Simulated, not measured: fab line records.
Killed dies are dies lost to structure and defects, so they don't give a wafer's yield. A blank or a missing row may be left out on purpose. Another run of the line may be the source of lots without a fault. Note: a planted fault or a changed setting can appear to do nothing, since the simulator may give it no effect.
Matching of chambers ; flow gf180mcu ; GF_V2_CVD_02 on pecvd-02: 3 sister chambers
The step deposits SiO2 from TEOS, target thk 850 nm, time 94.851 s. 6 wafers are shown with their chamber, then 7 later ones without.

WAFERS WITH THEIR CHAMBER
wafer;chamber;heater_power_w (W);rf_fwd_power_W (W)
L082.1;2;743;595.3
L082.6;2;783;595.1
L086.4;1;597;594.0
L086.5;0;588;598.2
L093.1;1;629;597.1
L093.2;0;607;595.7

WAFERS WITH NO CHAMBER GIVEN
wafer;heater_power_w (W);rf_fwd_power_W (W)
L093.4;673;594.5
L096.2;701;595.4
L096.3;626;596.8
L096.4;700;593.8
L097.1;835;595.6
L097.3;694;595.3
L097.4;662;598.3

EACH ONE'S CHAMBER
wafer;from the rows above;in truth
L093.4;can't be placed: 1 or 0 or 2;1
L096.2;can't be placed: 2 or 1 or 0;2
L096.3;can't be placed: 1 or 0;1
L096.4;can't be placed: 2 or 1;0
L097.1;2;2
L097.3;can't be placed: 2 or 1 or 0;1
L097.4;can't be placed: 1 or 0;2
Correctly placed: 1 of 7. Cannot be placed on the basis of these rows: 6; the candidates contain the true chamber in 4. 0 placed wrongly.
How it was worked out, from the rows above alone: a wafer's distance from a chamber is the root of the sum, over the readings, of the square of ((its reading less the chamber's mean) divided by the reading's scatter). If the next closest chamber is less than 2 further off than the closest, the wafer can't be placed; otherwise it belongs to the closest. A chamber's mean is the mean of its shown wafers. The scatter: take each reading less its chamber's mean, square it, sum over the shown wafers, divide by the number of wafers less the number of chambers, and take the root.
